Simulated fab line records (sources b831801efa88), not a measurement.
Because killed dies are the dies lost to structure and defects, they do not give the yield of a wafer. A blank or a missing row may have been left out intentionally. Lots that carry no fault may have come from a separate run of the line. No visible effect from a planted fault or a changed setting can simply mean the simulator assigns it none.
fab line records	flow sky130
record: lots: 12	wafers: 36	lastDay: 50
route steps=708 shown RES_XHIGH@360 LI_CONTACT@364 PAD_OPEN@708
lots untouched by any fault: they come from a run of this same line in which no faults occurred
startH: start of the lot's first displayed wafer, in hours after the record's first day	waitH: how many hours have passed since the lot's step before this one	" identical to the entry in the row above	L1.1+2: several wafers, shown together as one row	- either no value or no given start	* or withheld: withheld	< > ~ a bound
route shown NAME@n: a module of which the file shows steps, and the number in the route of the first	usual: average and standard deviation across the fault-free wafers	same: alike in all rows	chamber/n: place in a boat	sites: each site's reading	_std_site: standard deviation across them	_edge_site: mean of outer sites minus mean of inner sites	radiusMm: for every site, how far away it sits from the centre of the wafer	mask NAME#n: copy n	behind: the tool/chamber that last shaped the wafer	hold: why the lot went on hold/how many hours it stayed there/how the hold came to an end	device: whichever transistor did not switch (one of n, p or np)	end of line: the same wafers' tests at the end of the route	for a step that has no rows: nothing shown but its recipe	killed: not the wafer's yield, but the dies lost to structure and defects at the first sort	map: shows each die of a wafer: x if killed, . if not, _ if none is there
set.NAME: the setting that was run; set.NAME@STEP: the one run at that earlier step	model.NAME: the simulator's own value behind a step, which no gauge read
one table for each step of the route and one row for each wafer, over a sample of lots
services: the hour from which a tool's chamber was out of use, counted from the record's first day as startH (under 0 if before that day), plus the number of hours and why
== steps ==
step: SKY_SD_N_RS_MEAS_18
recipe: thkMeasGauge: four-point-probe
usual: RES_XHIGH_RS: 333.2/1.4
lot.wafer	tool	chamber	startH	waitH	RES_XHIGH_RS[ohm/sq]
L993.4	filmMetro-02	-	646.99	0.1	331.8
L993.5	"	-	"	"	330.8
L993.6	"	-	"	"	332.7
L994.4	filmMetro-04	-	657.22	0.1	333.0
L994.5	"	-	"	"	333.3
L994.6	"	-	"	"	332.7
L995.1	filmMetro-02	-	675.62	0.1	335.5
L995.4	"	-	"	"	334.6
L995.6	"	-	"	"	334.3
L997.3	filmMetro-02	-	688.35	0.1	333.4
L997.4	"	-	"	"	332.0
L997.6	"	-	"	"	334.0
L999.1	filmMetro-02	-	699.16	0.1	332.1
L999.4	"	-	"	"	332.0
L999.6	"	-	"	"	331.7
L100.3	filmMetro-02	-	705.65	0.1	334.6
L100.4	"	-	"	"	332.6
L100.6	"	-	"	"	332.6
L101.3	filmMetro-03	-	726.05	0.1	333.4
L101.4	"	-	"	"	333.9
L101.6	"	-	"	"	334.9
L103.2	filmMetro-02	-	728.55	0.1	335.4
L103.4	"	-	"	"	335.2
L103.5	"	-	"	"	335.7
L102.1	filmMetro-04	-	730.02	0.1	333.6
L102.4	"	-	"	"	333.0
L102.6	"	-	"	"	331.9
L110.1	filmMetro-02	-	783.62	0.1	333.5
L110.2	"	-	"	"	333.6
L110.4	"	-	"	"	334.9
L114.1	filmMetro-03	-	826.81	0.1	333.5
L114.3	"	-	"	"	332.2
L114.6	"	-	"	"	331.4
L116.1	filmMetro-04	-	842.26	0.1	332.0
L116.2	"	-	"	"	332.0
L116.4	"	-	"	"	332.0
step: SKY_LI_CONTACT_CMP_02
recipe: material: PSG	downForcePsi: 4	platenRpm: 60	padVelocityMS: 0.94248
usual: motorCurrentA: 11.9/1.2	slurryFlowMlMin: 150.0/0.48	timeToEndpointS: 33/3.1
lot.wafer	tool	chamber	startH	waitH	motorCurrentA	slurryFlowMlMin	timeToEndpointS
L993.4	cmp-02	3	647.23	0.0	12.4	149.9	33
L993.6	"	3	"	"	12.3	150.0	31
L993.5	"	0	"	"	10.4	150.3	30
L994.4	cmp-02	3	657.56	0.1	12.5	150.1	33
L994.6	"	1	"	"	11.9	149.4	28
L994.5	"	2	"	"	13.1	150.1	32
L995.1	cmp-01	3	675.97	0.1	13.1	150.0	30
L995.4	"	0	"	"	11.0	150.2	29
L995.6	"	2	"	"	9.9	149.8	31
L997.3	cmp-01	1	688.66	0.1	12.3	150.6	36
L997.4	"	2	"	"	10.0	150.7	30
L997.6	"	0	"	"	11.7	149.5	32
L999.4	cmp-01	1	699.51	0.1	12.1	150.0	39
L999.1	"	3	"	"	13.4	149.2	33
L999.6	"	0	"	"	11.0	149.1	32
L100.4	cmp-02	2	706.19	0.2	13.5	149.7	32
L100.3	"	0	"	"	10.8	149.8	31
L100.6	"	2	"	"	14.0	149.8	31
L101.3	cmp-02	2	726.41	0.1	13.2	150.7	32
L101.4	"	3	"	"	13.2	150.3	33
L101.6	"	1	"	"	12.3	149.5	29
L103.2	cmp-02	0	728.83	0.0	10.2	150.7	30
L103.4	"	3	"	"	13.1	150.8	34
L103.5	"	1	"	"	12.0	150.2	29
L102.1	cmp-01	1	730.32	0.1	11.9	150.5	38
L102.4	"	2	"	"	10.3	150.2	32
L102.6	"	1	"	"	11.4	150.6	35
L110.2	cmp-01	0	784.04	0.2	10.2	150.3	34
L110.1	"	1	"	"	12.6	149.4	44
L110.4	"	3	"	"	12.8	150.1	37
L114.3	cmp-02	3	827.21	0.1	12.8	150.3	30
L114.1	"	0	"	"	10.8	149.5	33
L114.6	"	2	"	"	13.7	150.2	35
L116.4	cmp-01	0	843.05	0.5	10.9	149.9	34
L116.2	"	2	"	"	10.2	150.0	35
L116.1	"	3	"	"	13.4	150.0	34
step: SKY_LI_CONTACT_ETCH_15
recipe: target: PSG	chemistry: C4F8/O2/Ar	stopOn: Si	taperDeg: 4.15	maskMaterial: KrF-thick	sourceW: 1500	biasW: 1200	pressureMtorr: 40	c4f8FlowSccm: withheld	O2_flow_sccm: 6	Ar_flow_sccm: 300	timeS: withheld	targetDepthA: 6000
usual: biasW: 1200/3.4	oesProductAu: 0.836/0.0049	rfFwdPowerW: 1492/5.4
lot.wafer	tool	chamber	startH	waitH	biasW	oesProductAu	rfFwdPowerW
L993.4	rieDiel-04	3	676.34	0.0	1204	0.837	1497
L993.5	"	0	"	"	1204	0.837	1484
L993.6	"	1	"	"	1204	0.835	1488
L994.4	rieDiel-04	0	686.89	0.0	1201	0.843	1504
L994.5	"	3	"	"	1200	0.844	1491
L994.6	"	2	"	"	1201	0.844	1491
L995.1	rieDiel-03	1	705.05	0.0	1205	0.838	1495
L995.4	"	2	"	"	1193	0.840	1493
L995.6	"	2	"	"	1192	0.838	1486
L997.3	rieDiel-01	0	716.64	0.0	1202	0.840	1498
L997.4	"	3	"	"	1200	0.843	1500
L997.6	"	1	"	"	1207	0.836	1485
L999.1	rieDiel-03	0	727.71	0.0	1205	0.836	1492
L999.4	"	2	"	"	1205	0.834	1484
L999.6	"	1	"	"	1204	0.831	1494
L100.3	rieDiel-01	1	734.19	0.0	1199	0.830	1482
L100.4	"	3	"	"	1197	0.841	1491
L100.6	"	0	"	"	1202	0.836	1496
L101.3	rieDiel-04	0	755.05	0.0	1195	0.840	1486
L101.4	"	3	"	"	1198	0.830	1495
L101.6	"	2	"	"	1200	0.834	1487
L103.2	rieDiel-03	0	757.09	0.0	1197	0.835	1489
L103.4	"	2	"	"	1203	0.832	1498
L103.5	"	3	"	"	1194	0.841	1501
L102.1	rieDiel-01	1	758.58	0.0	1208	0.840	1476
L102.4	"	2	"	"	1197	0.839	1478
L102.6	"	3	"	"	1202	0.837	1488
L110.1	rieDiel-03	3	810.94	0.0	1203	0.791	1494
L110.2	"	2	"	"	1202	0.843	1495
L110.4	"	3	"	"	1202	0.836	1491
L114.1	rieDiel-01	0	854.23	0.0	1203	0.828	1498
L114.3	"	1	"	"	1202	0.834	1484
L114.6	"	0	"	"	1203	0.834	1492
L116.1	rieDiel-01	3	869.90	0.0	1205	0.834	1497
L116.2	"	0	"	"	1199	0.828	1499
L116.4	"	1	"	"	1197	0.837	1489
step: SKY_LI_CONTACT_SPUTTER_20
recipe: material: TiN	targetThkNm: 20	chamberPressurePa: 5	powerW: 4000	timeS: 80
usual: throttleValvePct: 29.9/0.89
lot.wafer	tool	chamber	startH	waitH	throttleValvePct
L993.4	pvdSputter-04	-	676.76	0.0	29.5
L993.5	"	-	"	"	30.0
L993.6	"	-	"	"	29.3
L994.4	pvdSputter-02	-	687.36	0.0	31.4
L994.5	"	-	"	"	28.1
L994.6	"	-	"	"	31.6
L995.1	pvdSputter-01	-	705.52	0.0	29.5
L995.4	"	-	"	"	30.1
L995.6	"	-	"	"	30.8
L997.3	pvdSputter-04	-	717.09	0.0	28.8
L997.4	"	-	"	"	29.6
L997.6	"	-	"	"	30.2
L999.1	pvdSputter-01	-	728.16	0.0	30.9
L999.4	"	-	"	"	30.1
L999.6	"	-	"	"	29.6
L100.3	pvdSputter-04	-	734.66	0.0	29.7
L100.4	"	-	"	"	30.2
L100.6	"	-	"	"	30.2
L101.3	pvdSputter-02	-	755.51	0.0	31.7
L101.4	"	-	"	"	28.4
L101.6	"	-	"	"	31.5
L103.2	pvdSputter-01	-	757.54	0.0	29.6
L103.4	"	-	"	"	29.9
L103.5	"	-	"	"	30.1
L102.1	pvdSputter-04	-	759.03	0.0	29.5
L102.4	"	-	"	"	29.1
L102.6	"	-	"	"	29.4
L110.1	pvdSputter-01	-	811.40	0.0	29.6
L110.2	"	-	"	"	30.0
L110.4	"	-	"	"	30.8
L114.1	pvdSputter-01	-	854.70	0.0	31.2
L114.3	"	-	"	"	30.1
L114.6	"	-	"	"	29.5
L116.1	pvdSputter-02	-	870.36	0.0	29.9
L116.2	"	-	"	"	31.5
L116.4	"	-	"	"	28.1
step: SKY_LI_CONTACT_RS_MEAS_22
recipe: thkMeasGauge: four-point-probe	reads: W_of_LI_CONTACT_CVD_21+TiN_of_LI_CONTACT_SPUTTER_20+Ti_of_LI_CONTACT_SPUTTER_19
usual: LI_CONTACT_W_RS: 0.286/0.0033
lot.wafer	tool	chamber	startH	waitH	LI_CONTACT_W_RS[ohm/sq]
L993.4	filmMetro-04	-	677.02	0.1	0.282
L993.5	"	-	"	"	0.283
L993.6	"	-	"	"	0.284
L994.4	filmMetro-03	-	687.61	0.1	0.283
L994.5	"	-	"	"	0.283
L994.6	"	-	"	"	0.278
L995.1	filmMetro-04	-	705.71	0.1	0.286
L995.4	"	-	"	"	0.290
L995.6	"	-	"	"	0.289
L997.3	filmMetro-03	-	717.32	0.1	0.288
L997.4	"	-	"	"	0.284
L997.6	"	-	"	"	0.290
L999.1	filmMetro-03	-	728.35	0.1	0.290
L999.4	"	-	"	"	0.288
L999.6	"	-	"	"	0.289
L100.3	filmMetro-02	-	734.89	0.1	0.283
L100.4	"	-	"	"	0.283
L100.6	"	-	"	"	0.284
L101.3	filmMetro-03	-	755.73	0.1	0.293
L101.4	"	-	"	"	0.291
L101.6	"	-	"	"	0.289
L103.2	filmMetro-03	-	757.75	0.1	0.286
L103.4	"	-	"	"	0.288
L103.5	"	-	"	"	0.289
L102.1	filmMetro-03	-	759.22	0.1	0.292
L102.4	"	-	"	"	0.294
L102.6	"	-	"	"	0.292
L110.1	filmMetro-04	-	811.58	0.1	0.283
L110.2	"	-	"	"	0.284
L110.4	"	-	"	"	0.287
L114.1	filmMetro-02	-	854.89	0.1	0.288
L114.3	"	-	"	"	0.282
L114.6	"	-	"	"	0.286
L116.1	filmMetro-03	-	870.56	0.1	0.283
L116.2	"	-	"	"	0.285
L116.4	"	-	"	"	0.285
step: SKY_PAD_OPEN_PROBE_99
usual: killed_at_M0_to_M3: 43/6.4	killed_at_M4_up: 3.1/2	killedAtContacts: 24/5.2	killedAtFrontEnd: 15/4.3	killedAtOther: 0.2/0.48	killedDies: 85/9.7	killedOnRim: 17/4.2	killedOpen: 47/6.9	killedShort: 38/6.7
same: grossDies: 492	killedAtBackSide: 0
lot.wafer	tool	chamber	startH	waitH	killed_at_M0_to_M3	killed_at_M4_up	killedAtContacts	killedAtFrontEnd	killedAtOther	killedDies	killedOnRim	killedOpen	killedShort
L993.4	prober-01	-	1081.21	0.2	40	0	23	20	0	83	12	41	42
L993.5	prober-01	-	1081.26	0.2	39	8	15	10	0	72	8	38	34
L993.6	prober-01	-	1081.31	0.2	35	4	30	10	0	79	25	43	36
L994.4	prober-01	-	1088.57	0.2	44	3	30	9	0	86	15	49	37
L994.5	prober-01	-	1088.62	0.2	49	2	25	17	0	93	14	48	45
L994.6	prober-01	-	1088.67	0.2	47	6	23	16	1	93	19	50	43
L995.1	prober-01	-	1103.90	0.1	53	5	27	10	1	96	25	57	39
L995.4	prober-01	-	1104.05	0.2	43	2	24	14	0	83	16	44	39
L995.6	prober-01	-	1104.15	0.2	54	2	35	15	1	107	26	61	46
L997.3	prober-02	-	1110.25	0.2	46	4	23	11	0	84	24	50	34
L997.4	prober-02	-	1110.30	0.2	53	3	25	14	0	95	18	54	41
L997.6	prober-02	-	1110.40	0.2	44	0	25	23	0	92	20	53	39
L999.1	prober-02	-	1118.64	0.1	41	2	27	19	0	89	23	45	44
L999.4	prober-02	-	1118.79	0.2	44	4	22	19	0	89	20	49	40
L999.6	prober-02	-	1118.89	0.2	35	6	17	13	0	71	11	34	37
L100.3	prober-01	-	1123.81	0.2	35	4	19	15	0	73	13	34	39
L100.4	prober-01	-	1123.86	0.2	45	4	31	11	0	91	22	55	36
L100.6	prober-01	-	1123.96	0.2	42	5	29	13	0	89	16	42	47
L101.3	prober-02	-	1139.14	0.2	35	4	25	17	0	81	10	55	26
L101.4	prober-02	-	1139.19	0.2	44	3	28	19	0	94	23	50	44
L101.6	prober-02	-	1139.29	0.2	47	2	19	12	1	81	11	52	29
L103.2	prober-01	-	1141.71	0.1	36	4	24	18	0	82	15	39	43
L103.4	prober-01	-	1141.81	0.2	40	3	17	12	0	72	16	38	34
L103.5	prober-01	-	1141.86	0.2	46	0	22	24	2	94	19	48	46
L102.1	prober-02	-	1143.12	0.1	44	2	29	17	0	92	25	40	52
L102.4	prober-02	-	1143.27	0.2	40	3	23	11	0	77	13	34	43
L102.6	prober-02	-	1143.37	0.2	50	4	35	16	0	105	17	60	45
L110.1	prober-01	-	1175.30	0.1	46	2	21	15	0	84	13	45	39
L110.2	prober-01	-	1175.35	0.1	35	5	21	17	0	78	12	46	32
L110.4	prober-01	-	1175.45	0.2	43	2	31	11	0	87	21	44	43
L114.1	prober-01	-	1204.53	0.1	48	3	30	14	0	95	19	60	35
L114.3	prober-01	-	1204.63	0.2	43	5	25	8	0	81	19	44	37
L114.6	prober-01	-	1204.78	0.2	38	2	24	12	0	76	21	33	43
L116.1	prober-02	-	1211.56	0.1	35	3	16	10	0	64	11	35	29
L116.2	prober-02	-	1211.61	0.1	41	1	26	13	0	81	15	50	31
L116.4	prober-02	-	1211.71	0.2	41	1	32	11	0	85	14	50	35
killed by level:class
L993.4 LOCAL_INTERCONNECT:geometricParticle:short=8 METAL1:geometricParticle:short=8 LI_CONTACT:geometricParticle:open=7 VIA2:geometricParticle:open=7 FIELD_ISO:geometricParticle:open=5 POLY_GATE:geometricParticle:short=5 VIA1:geometricParticle:open=5 VIA3:geometricParticle:open=5
L993.5 VIA1:geometricParticle:open=9 VIA1:geometricParticle:short=7 METAL4:geometricParticle:short=6 VIA3:geometricParticle:open=5 VIA2:geometricParticle:open=5 FIELD_ISO:geometricParticle:open=4 CONTACT:geometricParticle:open=4 LI_CONTACT:geometricParticle:short=3
L993.6 VIA1:geometricParticle:open=11 CONTACT:geometricParticle:open=7 LI_CONTACT:geometricParticle:open=6 LOCAL_INTERCONNECT:geometricParticle:short=6 POLY_GATE:geometricParticle:open=5 LI_CONTACT:geometricParticle:short=5 CONTACT:geometricParticle:short=5 METAL2:geometricParticle:short=4
L994.4 VIA1:geometricParticle:open=10 LI_CONTACT:geometricParticle:open=9 CONTACT:geometricParticle:open=9 VIA2:geometricParticle:open=9 CONTACT:geometricParticle:short=8 METAL2:geometricParticle:short=7 VIA3:geometricParticle:open=5 POLY_GATE:geometricParticle:short=4
L994.5 VIA1:geometricParticle:open=14 CONTACT:geometricParticle:open=11 VIA3:geometricParticle:open=9 METAL2:geometricParticle:short=6 VIA3:geometricParticle:short=6 POLY_CUT:geometricParticle:short=5 CONTACT:geometricParticle:short=5 FIELD_ISO:geometricParticle:open=4
L994.6 VIA1:geometricParticle:open=13 CONTACT:geometricParticle:open=8 VIA1:geometricParticle:short=7 POLY_GATE:geometricParticle:short=5 CONTACT:geometricParticle:short=5 LI_CONTACT:geometricParticle:open=5 VIA2:geometricParticle:open=5 POLY_GATE:geometricParticle:open=4
L995.1 VIA1:geometricParticle:open=16 CONTACT:geometricParticle:open=14 METAL2:geometricParticle:short=11 VIA3:geometricParticle:open=7 VIA2:geometricParticle:open=7 CONTACT:geometricParticle:short=6 LI_CONTACT:geometricParticle:open=5 POLY_GATE:geometricParticle:open=4
L995.4 VIA1:geometricParticle:open=10 CONTACT:geometricParticle:open=7 LI_CONTACT:geometricParticle:open=6 VIA1:geometricParticle:short=6 FIELD_ISO:geometricParticle:open=5 CONTACT:geometricParticle:short=5 VIA2:geometricParticle:open=5 LI_CONTACT:geometricParticle:short=4
L995.6 LI_CONTACT:geometricParticle:open=13 VIA1:geometricParticle:open=11 CONTACT:geometricParticle:open=9 VIA2:geometricParticle:open=9 VIA3:geometricParticle:open=9 POLY_GATE:geometricParticle:open=6 CONTACT:geometricParticle:short=6 LOCAL_INTERCONNECT:geometricParticle:short=5
L997.3 CONTACT:geometricParticle:open=13 VIA1:geometricParticle:open=9 VIA3:geometricParticle:open=9 METAL1:geometricParticle:short=8 FIELD_ISO:geometricParticle:open=5 VIA2:geometricParticle:open=5 METAL2:geometricParticle:short=4 METAL4:geometricParticle:short=4
L997.4 VIA1:geometricParticle:open=16 VIA2:geometricParticle:open=8 FIELD_ISO:geometricParticle:short=6 LI_CONTACT:geometricParticle:open=6 CONTACT:geometricParticle:open=6 METAL3:geometricParticle:short=6 CONTACT:geometricParticle:short=5 LOCAL_INTERCONNECT:geometricParticle:short=4
L997.6 VIA1:geometricParticle:open=10 POLY_GATE:geometricParticle:open=7 LOCAL_INTERCONNECT:geometricParticle:short=7 CONTACT:geometricParticle:open=7 LI_CONTACT:geometricParticle:open=5 VIA2:geometricParticle:open=5 VIA3:geometricParticle:open=5 FIELD_ISO:geometricParticle:short=4
L999.1 CONTACT:geometricParticle:open=15 VIA1:geometricParticle:open=9 METAL1:geometricParticle:short=7 FIELD_ISO:geometricParticle:short=6 VIA1:geometricParticle:short=6 FIELD_ISO:geometricParticle:open=5 LOCAL_INTERCONNECT:geometricParticle:short=5 METAL2:geometricParticle:short=5
L999.4 VIA3:geometricParticle:open=9 CONTACT:geometricParticle:open=9 POLY_GATE:geometricParticle:open=7 LI_CONTACT:geometricParticle:open=7 POLY_GATE:geometricParticle:short=6 VIA1:geometricParticle:open=6 METAL2:geometricParticle:short=5 VIA2:geometricParticle:open=5
L999.6 CONTACT:geometricParticle:open=8 VIA1:geometricParticle:open=7 VIA3:geometricParticle:open=6 VIA2:geometricParticle:open=5 METAL4:geometricParticle:short=5 CONTACT:geometricParticle:short=4 VIA1:geometricParticle:short=4 FIELD_ISO:geometricParticle:short=3
L100.3 VIA1:geometricParticle:short=7 LI_CONTACT:geometricParticle:open=7 VIA2:geometricParticle:open=6 VIA1:geometricParticle:open=5 CONTACT:geometricParticle:open=4 CONTACT:geometricParticle:short=4 VIA3:geometricParticle:open=4 METAL4:geometricParticle:short=4
L100.4 CONTACT:geometricParticle:open=14 VIA1:geometricParticle:open=12 VIA2:geometricParticle:open=9 VIA3:geometricParticle:open=8 LI_CONTACT:geometricParticle:open=7 VIA1:geometricParticle:short=6 CONTACT:geometricParticle:short=5 LOCAL_INTERCONNECT:geometricParticle:short=4
L100.6 CONTACT:geometricParticle:open=10 VIA2:geometricParticle:open=10 VIA1:geometricParticle:open=7 METAL2:geometricParticle:short=6 POLY_GATE:geometricParticle:short=5 LI_CONTACT:geometricParticle:open=5 CONTACT:geometricParticle:short=5 VIA3:geometricParticle:open=5
L101.3 CONTACT:geometricParticle:open=13 VIA1:geometricParticle:open=13 LI_CONTACT:geometricParticle:open=7 FIELD_ISO:geometricParticle:open=6 VIA2:geometricParticle:open=6 METAL2:geometricParticle:short=5 FIELD_ISO:geometricParticle:short=4 METAL4:geometricParticle:short=4
L101.4 VIA1:geometricParticle:open=13 CONTACT:geometricParticle:open=13 METAL2:geometricParticle:short=8 POLY_GATE:geometricParticle:short=7 VIA1:geometricParticle:short=6 LI_CONTACT:geometricParticle:open=6 POLY_GATE:geometricParticle:open=5 CONTACT:geometricParticle:short=5
L101.6 VIA1:geometricParticle:open=18 CONTACT:geometricParticle:open=10 VIA1:geometricParticle:short=7 LI_CONTACT:geometricParticle:open=6 VIA2:geometricParticle:open=6 POLY_GATE:geometricParticle:open=5 VIA2:geometricParticle:short=4 METAL1:geometricParticle:short=3
L103.2 LI_CONTACT:geometricParticle:open=8 VIA3:geometricParticle:open=7 VIA1:geometricParticle:short=6 CONTACT:geometricParticle:open=6 VIA1:geometricParticle:open=6 FIELD_ISO:geometricParticle:short=5 LOCAL_INTERCONNECT:geometricParticle:short=5 CONTACT:geometricParticle:short=5
L103.4 VIA3:geometricParticle:open=8 CONTACT:geometricParticle:open=7 METAL1:geometricParticle:short=6 VIA1:geometricParticle:open=6 FIELD_ISO:geometricParticle:open=4 LI_CONTACT:geometricParticle:open=4 VIA1:geometricParticle:short=4 VIA2:geometricParticle:open=4
L103.5 VIA1:geometricParticle:open=14 FIELD_ISO:geometricParticle:short=9 CONTACT:geometricParticle:short=7 POLY_GATE:geometricParticle:open=6 METAL2:geometricParticle:short=6 CONTACT:geometricParticle:open=6 LI_CONTACT:geometricParticle:open=5 VIA2:geometricParticle:open=4
L102.1 METAL1:geometricParticle:short=14 CONTACT:geometricParticle:open=9 LI_CONTACT:geometricParticle:open=6 FIELD_ISO:geometricParticle:short=5 POLY_GATE:geometricParticle:short=5 VIA2:geometricParticle:open=5 CONTACT:geometricParticle:short=5 VIA1:geometricParticle:open=5
L102.4 CONTACT:geometricParticle:open=8 METAL1:geometricParticle:short=7 VIA1:geometricParticle:open=6 METAL2:geometricParticle:short=6 FIELD_ISO:geometricParticle:short=5 CONTACT:geometricParticle:short=5 VIA1:geometricParticle:short=4 LI_CONTACT:geometricParticle:short=4
L102.6 CONTACT:geometricParticle:open=13 LI_CONTACT:geometricParticle:open=11 METAL2:geometricParticle:short=11 VIA1:geometricParticle:open=9 VIA3:geometricParticle:open=9 VIA2:geometricParticle:open=7 FIELD_ISO:geometricParticle:short=6 LOCAL_INTERCONNECT:geometricParticle:short=6
L110.1 VIA1:geometricParticle:open=8 VIA3:geometricParticle:open=7 POLY_GATE:geometricParticle:open=7 VIA1:geometricParticle:short=6 VIA2:geometricParticle:open=5 CONTACT:geometricParticle:short=5 CONTACT:geometricParticle:open=5 METAL2:geometricParticle:short=5
L110.2 CONTACT:geometricParticle:open=8 VIA3:geometricParticle:open=7 VIA1:geometricParticle:open=6 FIELD_ISO:geometricParticle:open=5 LI_CONTACT:geometricParticle:open=5 VIA2:geometricParticle:open=5 METAL4:geometricParticle:short=5 POLY_GATE:geometricParticle:open=4
L110.4 CONTACT:geometricParticle:open=13 VIA2:geometricParticle:open=11 CONTACT:geometricParticle:short=8 LI_CONTACT:geometricParticle:open=5 VIA1:geometricParticle:open=5 VIA2:geometricParticle:short=5 VIA3:geometricParticle:open=5 METAL3:geometricParticle:short=4
L114.1 LI_CONTACT:geometricParticle:open=12 VIA1:geometricParticle:open=11 CONTACT:geometricParticle:open=9 VIA2:geometricParticle:open=9 CONTACT:geometricParticle:short=8 POLY_GATE:geometricParticle:open=5 VIA1:geometricParticle:short=5 POLY_GATE:geometricParticle:short=4
L114.3 VIA1:geometricParticle:open=12 CONTACT:geometricParticle:open=9 CONTACT:geometricParticle:short=7 VIA2:geometricParticle:open=6 VIA2:geometricParticle:short=4 METAL3:geometricParticle:short=4 VIA3:geometricParticle:open=4 METAL4:geometricParticle:short=4
L114.6 VIA1:geometricParticle:open=10 LI_CONTACT:geometricParticle:open=8 CONTACT:geometricParticle:short=7 VIA2:geometricParticle:short=6 LOCAL_INTERCONNECT:geometricParticle:short=5 METAL2:geometricParticle:short=5 POLY_GATE:geometricParticle:short=4 METAL1:geometricParticle:short=4
L116.1 VIA1:geometricParticle:open=11 VIA2:geometricParticle:short=8 CONTACT:geometricParticle:open=5 LI_CONTACT:geometricParticle:short=4 FIELD_ISO:geometricParticle:open=3 CONTACT:geometricParticle:short=3 METAL1:geometricParticle:short=3 VIA2:geometricParticle:open=3
L116.2 CONTACT:geometricParticle:open=12 VIA1:geometricParticle:open=9 LI_CONTACT:geometricParticle:open=6 VIA2:geometricParticle:open=6 METAL1:geometricParticle:short=5 METAL2:geometricParticle:short=4 FIELD_ISO:geometricParticle:open=4 VIA3:geometricParticle:open=4
L116.4 CONTACT:geometricParticle:open=15 LI_CONTACT:geometricParticle:open=8 VIA3:geometricParticle:open=8 METAL2:geometricParticle:short=7 CONTACT:geometricParticle:short=5 METAL1:geometricParticle:short=5 VIA1:geometricParticle:open=5 VIA2:geometricParticle:open=5
== services ==
tool	chamber	startH	hours	kind
cmp-01	-	648.79	3.9	repair
rieDiel-03	3	664.73	7.0	repair
pvdSputter-02	-	667.85	1.9	repair
rieDiel-04	2	687.68	3.8	repair
rieDiel-03	-	696.78	0.4	repair
rieDiel-01	2	713.40	5.1	repair
cmp-02	-	723.92	0.7	repair
cmp-02	-	731.34	12.4	pm
rieDiel-03	3	731.95	4.3	repair
cmp-01	-	744.29	4.0	pm
cmp-01	-	748.29	-	consumableReplace:conditioner
cmp-01	-	748.29	-	consumableReplace:pad
cmp-01	-	752.86	0.4	repair
rieDiel-01	2	760.30	4.1	repair
pvdSputter-01	-	765.12	3.5	repair
rieDiel-04	1	776.88	4.3	repair
rieDiel-01	1	782.89	-	clean
cmp-02	-	783.91	3.3	pm
rieDiel-01	2	794.17	1.7	repair
cmp-02	-	831.39	3.8	repair
cmp-02	-	837.04	22.1	repair
rieDiel-04	-	839.85	14.6	pm
rieDiel-01	3	844.14	13.8	repair
pvdSputter-04	-	846.22	5.2	repair
== key ==
firstSign: step: SKY_LI_CONTACT_ETCH_15	reading: oesProductAu	direction: down	sigmas: 9.2	usual: 0.836	struck: 0.791
effect none on later readings
metAt SKY_LI_CONTACT_CMP_02
struckLots L110
struckWafers L110.1
testerLeftOut L110
notActingAt SKY_SD_N_RS_MEAS_18,SKY_LI_CONTACT_SPUTTER_20,SKY_LI_CONTACT_RS_MEAS_22
onsetBetween 730.32 784.04
fault: kind: processParameterDrift	tool: cmp-01	chamber: 1	onsetH: 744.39	steps: SKY_LI_CONTACT_CMP_02	channel: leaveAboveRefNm	offset: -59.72	shape: step	endH: 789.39	actsIn: theseRecipesOnly	stated: 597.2
testerLeftOut: of these lots the tester's yield and bins aren't shown, on N5 and GAA mostly nor the transistor test; their killed dies are dies lost to structure and defects alone, not to doping, threshold or leakage, so they don't give the yield
